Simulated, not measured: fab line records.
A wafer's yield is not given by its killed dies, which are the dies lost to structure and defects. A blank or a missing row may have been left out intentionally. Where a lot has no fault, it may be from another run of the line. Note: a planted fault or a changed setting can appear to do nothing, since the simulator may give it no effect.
Which tool was responsible? ; flow gf180mcu ; 36 wafers sampled from 12 lots at 1 step of a route of 602

WHAT EACH GAUGE READ, for each wafer
GF_M2_OVL_MEAS_15.
lot;measured;on;M2_OVL (nm)
L075;day 20 01:12;overlay-01;-12 -12 -3
L077;day 20 18:53;overlay-01;-4 -2 -4
L079;day 21 22:33;overlay-02;-9 1 -10
L080;day 22 05:02;overlay-01;-7 -12 -5
L083;day 22 20:06;overlay-02;-13 -7 -8
L085;day 23 22:59;overlay-01;1 -12 -7
L086;day 24 04:37;overlay-01;-7 -12 -6
L089;day 25 02:51;overlay-02;-1 -3 1
L091;day 25 09:33;overlay-01;-10 -6 -11
L093;day 26 02:59;overlay-01;-16 -13 -7
L095;day 26 19:04;overlay-02;1 3 3
L097;day 27 02:14;overlay-02;-11 -4 0

WHICH TOOL RAN EACH LOT (tool, then ch and the chambers of the sampled wafers, then the start)
The record shows no process step preceding these readings.

THE ANSWER, worked out from the rows above alone
Rule: the lots themselves supply what counts as usual. The widest of any qualifying gaps counts: lots, ordered by their means at a reading, are off when they make up no more than a third of the lots, leave a main group of 4 or more, and stand apart from it by 3 or more times the standard deviation of that group's means. A main group whose means are all the same, to the digits that the tables above print for the reading, isn't used. Also off: a lot with no number at a reading for which 4 or more lots have one. Where the step has rows for the other lots, those lots are counted as sound.
Across all readings shown, no lot is off: no conclusion can be drawn from this.

WHAT WAS PUT IN BY THE SIMULATOR
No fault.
